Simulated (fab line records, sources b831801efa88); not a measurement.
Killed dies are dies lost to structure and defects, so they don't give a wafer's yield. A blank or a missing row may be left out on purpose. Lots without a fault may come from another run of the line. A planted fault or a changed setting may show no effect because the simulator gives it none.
Chamber matching | flow sky130 | SKY_VIA4_HDPCVD_00 on hdpcvd-02: 3 sister chambers
The step deposits SiO2, target thk 1750 nm, time 291.7 s. 6 wafers are shown with their chamber, then 8 later ones without.

WAFERS WITH THEIR CHAMBER
wafer  | chamber | run_length_s (s) | pressure_mtorr (mTorr)
L750.2 | 1       | 319.4            | 6.005
L750.4 | 0       | 318.9            | 5.979
L751.3 | 1       | 320.1            | 6.012
L752.2 | 0       | 318.9            | 5.995
L752.4 | 2       | 320.7            | 6.030
L754.2 | 2       | 320.4            | 6.003

WAFERS WITHOUT THEIR CHAMBER
wafer  | run_length_s (s) | pressure_mtorr (mTorr)
L754.4 | 319.0            | 6.003
L754.5 | 320.2            | 6.009
L758.1 | 319.1            | 6.012
L758.2 | 319.5            | 5.988
L758.5 | 320.6            | 5.998
L757.1 | 320.7            | 6.005
L757.3 | 320.5            | 5.997
L757.4 | 319.1            | 6.002

WHICH CHAMBER EACH WENT THROUGH
wafer  | from the rows above     | in truth
L754.4 | can't be placed: 0 or 1 | 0
L754.5 | can't be placed: 2 or 1 | 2
L758.1 | can't be placed: 0 or 1 | 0
L758.2 | can't be placed: 1 or 0 | 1
L758.5 | can't be placed: 2 or 1 | 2
L757.1 | 2                       | 2
L757.3 | can't be placed: 2 or 1 | 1
L757.4 | can't be placed: 0 or 1 | 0
Placed correctly: 1 of 8. Can't be placed from these rows: 7 (the true chamber is among the candidates in 7). Placed wrongly: 0.
How it was worked out, from the rows above alone: a wafer's distance from a chamber is the root of the sum, over the readings, of the square of ((its reading less the chamber's mean) divided by the reading's scatter). The wafer belongs to the nearest chamber; if the next one is less than 2 further off, it can't be placed. A chamber's mean is the mean of its shown wafers. The scatter: the root of (the sum of the squares of (reading less its chamber's mean) over the shown wafers, divided by (wafers less chambers)).
